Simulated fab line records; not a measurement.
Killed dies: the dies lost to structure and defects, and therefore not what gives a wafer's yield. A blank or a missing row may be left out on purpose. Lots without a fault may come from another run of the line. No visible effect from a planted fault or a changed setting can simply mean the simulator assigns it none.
A single fault, viewed from 2 desks	flow gf180mcu	every desk sees just its own numbers, and what lay behind them comes last

FROM THE METROLOGY DESK
Lot by lot, what the gauges showed, no matter which tool ran the lot: averages of those sampled wafers that carry a number. Marked OUT: a lot whose mean sits more than 4 standard deviations from the usual mean, which makes it out of limits; the brackets give that distance.
Columns: A = HV_LDD_OVL at GF_HV_LDD_OVL_MEAS_08, usual 0.3 nm; B = HV_LDD_02_OVL at GF_HV_LDD_OVL_MEAS_32, usual -0.1 nm; C = cdNm at GF_NSD_CD_MEAS_07, usual 400.3 nm
lot	first seen here	A	B	C
L759	day 10 02:19	0.4	0.2	399.9
L760	day 10 09:40	0.1	-0.4	395.0
L761	day 10 12:13	-0.3	0.8	398.5
L762	day 10 23:17	1.7	-0.7	398.7
L763	day 11 05:55	1.1	-0.8	403.1
L765	day 12 02:48	0.5	1.5	403.2
L766	day 12 08:41	0.7	-0.1	398.0
L770	day 13 15:53	0.0	-2.0	397.7
L773	day 14 10:14	0.5	-84.6 (-65) OUT	399.6
L774	day 14 19:35	0.2	-84.1 (-65) OUT	400.4
L775	day 14 23:21	-0.6	0.0	398.0
L776	day 15 07:47	0.5	-0.8	403.1
L780	day 16 15:30	-0.2	-0.5	399.1
Finding of this desk: L773, L774 out of limits, first seen on L773 at day 16 06:04 (HV_LDD_02_OVL at GF_HV_LDD_OVL_MEAS_32). L759, L760, L761, L762, L763, L765, L766, L770, L775, L776, L780: within limits.

AT THE TOOL OWNER'S DESK: ilineStepper-02
The tool's own readings at GF_HV_LDD_EXPOSE_28 (exposes mask Nplus HV AREA, target cd 400 nm): means of the sampled wafers that have a number, for each lot that ran on this tool. Marked OUT: a lot whose mean sits more than 4 standard deviations from the usual mean, which makes it out of limits; the brackets give that distance.
Columns: A = focusOffsetNm at GF_HV_LDD_EXPOSE_28, usual 0.0 nm
lot	first seen here	A
L760	day 11 13:15	-0.7
L766	day 13 15:04	0.5
L773	day 15 19:35	0.6
L774	day 16 05:04	0.5
Result from this desk: across the 4 lots, nothing is out of limits.

TAKEN TOGETHER
On L773, L774, the metrology desk was in a position to raise an alarm at day 16 06:04.
Nothing out of limits was seen by the tool owner's desk.
The tool owner's desk has L773, L774 on record, within its limits.
Every lot named ran GF_HV_LDD_EXPOSE_28 on ilineStepper-02.

WHAT WAS PUT IN BY THE SIMULATOR
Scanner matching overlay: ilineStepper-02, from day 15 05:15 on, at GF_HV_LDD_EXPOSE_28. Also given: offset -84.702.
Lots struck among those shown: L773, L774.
Time in hours between the start of the fault and the first out-of-limits reading at each desk: metrology desk, 25.
